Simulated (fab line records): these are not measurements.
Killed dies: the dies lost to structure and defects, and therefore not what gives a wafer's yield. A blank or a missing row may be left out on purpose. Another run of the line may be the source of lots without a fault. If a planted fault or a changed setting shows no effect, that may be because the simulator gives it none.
8D (eight disciplines) problem report, filled in by code    flow gf180mcu    the parts of the form that need people (team, actions taken, sign-off) are left out

## 1. WHAT IS WRONG
heater power total W at GF_SAB_SOFTBAKE_05 reads a mean of 60.58 W on 6 wafers of 2 lots; wafers without a fault read 56.60 W with a standard deviation of 0.044. Relative to the usual mean, that is a shift of +90 standard deviations.
The step: time 60 s.
The first sign was on wafer L968.2 at day 19 01:38, on litho track-04. Wafers with a number at this step in the record: 39, from 13 lots. Rule for "out" (also "out of limits"): further than 4 standard deviations from the usual mean. The rest of the wafers with a number are treated as sound.

## 2. WHAT IT IS, AND WHAT IT ISN'T
question                     is                                  is not
which readings at this step  heater power total W, plate temp C  -
which lots                   L968, L970                          L955, L956, L958, L959, L960, L971, L972, L974, L975, L977, L978
which wafers of those lots   all that have a number              -
read on which tools          litho track-04                      litho track-01, litho track-02
when                         from day 19 01:38                   up to then (15 sound wafers); but 18 sound wafers of L971, L972, L974, L975, L977, L978 came after

## 3. THE SUSPECTS, EACH WITH WHAT RULES IT OUT
Counting: a tool stays on the suspect list if, at a process step up to the reading, it processed all lots that are out and no sound lot following the first of them.
- litho track-04 at GF_SAB_SOFTBAKE_05 (time 60 s): kept. It processed each lot that is out, first L968 at day 19 01:38, and no sound lot thereafter; up to then, the last sound lot it processed was L958 at day 15 21:52. On those wafers its own readings are out: heater power total W, plate temp C.
After counting, what remains is litho track-04 at GF_SAB_SOFTBAKE_05.

## 4. THE CAUSE (what the simulator had put in)
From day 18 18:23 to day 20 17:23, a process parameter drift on litho track-04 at GF_SAB_SOFTBAKE_05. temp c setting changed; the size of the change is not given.
Counting left only this tool.

## 5. SEQUENCE OF EFFECTS, ordered by route
Rows list readings where the struck wafers' mean (over those with a number) sits beyond 3 standard deviations from the usual. Scope: only readings with a usual standard deviation given in the record; hours: median across lots of the time from each lot's start at the first step in this table that gives one to its start at this step; sigmas: change in usual standard deviations.
hours  step                reading                   usual    on struck wafers  change  sigmas
0      GF_SAB_SOFTBAKE_05  heater power total W      56.60 W  60.58             +3.98   +90
0      GF_SAB_SOFTBAKE_05  plate temp C              90.00 C  94.43             +4.43   +34
12     GF_SAB_STRIP_13     strip time to endpoint s  12.62 s  12.48             -0.14   -3.8
Process steps it contains:
- GF_SAB_SOFTBAKE_05: time 60 s.
- GF_SAB_STRIP_13: strips in O2/N2.

## 6. HOW IT WOULD HAVE BEEN CAUGHT EARLIER
First out-of-limits reading in this record: day 19 01:38, which is 7 hours after fault onset at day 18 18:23.
